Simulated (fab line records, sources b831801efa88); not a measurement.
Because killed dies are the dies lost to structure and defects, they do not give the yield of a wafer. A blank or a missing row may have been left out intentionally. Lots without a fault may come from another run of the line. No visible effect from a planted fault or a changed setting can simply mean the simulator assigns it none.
Matching of chambers / flow gf180mcu / GF_V3_CMP_26 on cmp-01 has 4 sister chambers
The step polishes, stops on SiO2, t overpolish 15 s, target thk 0 nm. 4 wafers are shown with their chamber, then 7 later ones without.

## WAFERS, EACH WITH ITS CHAMBER
wafer=L539.1; chamber=1; motor-current-A (A)=10.6
wafer=L539.4; chamber=3; motor-current-A (A)=11.1
wafer=L550.2; chamber=2; motor-current-A (A)=10.3
wafer=L550.3; chamber=0; motor-current-A (A)=10.0

## WAFERS WHOSE CHAMBER IS MISSING
wafer=L550.6; motor-current-A (A)=11.0
wafer=L552.2; motor-current-A (A)=9.3
wafer=L552.3; motor-current-A (A)=11.3
wafer=L552.6; motor-current-A (A)=10.0
wafer=L557.2; motor-current-A (A)=9.4
wafer=L557.4; motor-current-A (A)=10.7
wafer=L557.6; motor-current-A (A)=9.4

## CHAMBER TAKEN BY EACH
wafer=L550.6; from the rows above=can't be placed: 3 or 1 or 2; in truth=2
wafer=L552.2; from the rows above=can't be placed: 0 or 2 or 1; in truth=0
wafer=L552.3; from the rows above=can't be placed: 3 or 1 or 2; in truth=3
wafer=L552.6; from the rows above=can't be placed: 0 or 2 or 1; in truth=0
wafer=L557.2; from the rows above=can't be placed: 0 or 2 or 1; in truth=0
wafer=L557.4; from the rows above=can't be placed: 1 or 2 or 3 or 0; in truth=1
wafer=L557.6; from the rows above=can't be placed: 0 or 2 or 1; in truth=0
Correctly placed: 0 of 7. Cannot be placed on the basis of these rows: 7; the candidates contain the true chamber in 7. Number placed wrongly: 0.
How it was worked out, from the rows above alone: a wafer's distance from a chamber is the root of the sum, over the readings, of the square of ((its reading less the chamber's mean) divided by the reading's scatter). If the next closest chamber is less than 2 further off than the closest, the wafer can't be placed; otherwise it belongs to the closest. The mean given for a chamber averages the wafers shown for that chamber. The scatter: root of mean squared gap, hidden wafer to nearest shown wafer, with one shown wafer a chamber.
